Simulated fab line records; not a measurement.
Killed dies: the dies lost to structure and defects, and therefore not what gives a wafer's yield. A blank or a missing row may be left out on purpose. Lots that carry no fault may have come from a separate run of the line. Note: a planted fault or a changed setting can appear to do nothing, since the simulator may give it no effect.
A single fault, viewed from 2 desks / flow sky130 / each desk holds nothing but its own numbers, with what lay behind them at the end

== THE METROLOGY DESK ==
Means of the sampled wafers that have a number, per lot and without regard to the tool the lot ran on: this is what the gauges read. A lot is out of limits, marked OUT, if its mean lies more than 4 standard deviations from the usual mean; the brackets give that distance.
Columns: A = METAL3_OVL at SKY_METAL3_OVL_MEAS_14, usual 0 nm
lot=L415; first seen here=day 38 07:38; A=3
lot=L416; first seen here=day 38 19:57; A=11
lot=L417; first seen here=day 39 03:49; A=-4
lot=L419; first seen here=day 39 23:44; A=-4
lot=L421; first seen here=day 40 05:32; A=-4
lot=L422; first seen here=day 40 13:08; A=6
lot=L423; first seen here=day 40 19:50; A=3
lot=L424; first seen here=day 41 10:20; A=6
lot=L425; first seen here=day 41 12:33; A=-7
lot=L426; first seen here=day 41 19:08; A=4
lot=L428; first seen here=day 42 14:50; A=-8
lot=L431; first seen here=day 43 05:51; A=-6
This desk's verdict: no lot among the 12 shows anything out of limits.

== THE TOOL OWNER'S DESK: plasmaAsher-04 ==
The tool's own readings at SKY_VT_ADJUST_PCH_STRIP_09 (strips in O2/N2): means of the sampled wafers that have a number, for each lot that ran on this tool. A lot is out of limits, marked OUT, if its mean lies more than 4 standard deviations from the usual mean; the brackets give that distance.
Columns: A = drypumpMotorCurrentA at SKY_VT_ADJUST_PCH_STRIP_09, usual 5.6 A; B = oesProductAu at SKY_VT_ADJUST_PCH_STRIP_09, usual 0.722 a.u.; C = stripTimeToEndpointS at SKY_VT_ADJUST_PCH_STRIP_09, usual 36.88 s
lot=L415; first seen here=day 10 08:22; A=5.5; B=0.723; C=36.86
lot=L417; first seen here=day 11 00:42; A=5.5; B=0.726; C=36.82
lot=L422; first seen here=day 12 14:04; A=5.5; B=0.719; C=36.93
lot=L425; first seen here=day 13 13:09; A=5.5; B=0.727; C=36.89
lot=L426; first seen here=day 13 20:55; A=5.5; B=0.717; C=36.89
lot=L428; first seen here=day 14 11:09; A=5.5; B=0.721; C=36.98
lot=L431; first seen here=day 15 10:38; A=5.2; B=0.722; C=36.92
This desk's verdict: no lot among the 7 shows anything out of limits.

== ALL TOGETHER ==
The metrology desk saw nothing out of limits.
The desk of the tool owner found nothing out of limits.

== WHAT HAD BEEN PUT IN BY THE SIMULATOR ==
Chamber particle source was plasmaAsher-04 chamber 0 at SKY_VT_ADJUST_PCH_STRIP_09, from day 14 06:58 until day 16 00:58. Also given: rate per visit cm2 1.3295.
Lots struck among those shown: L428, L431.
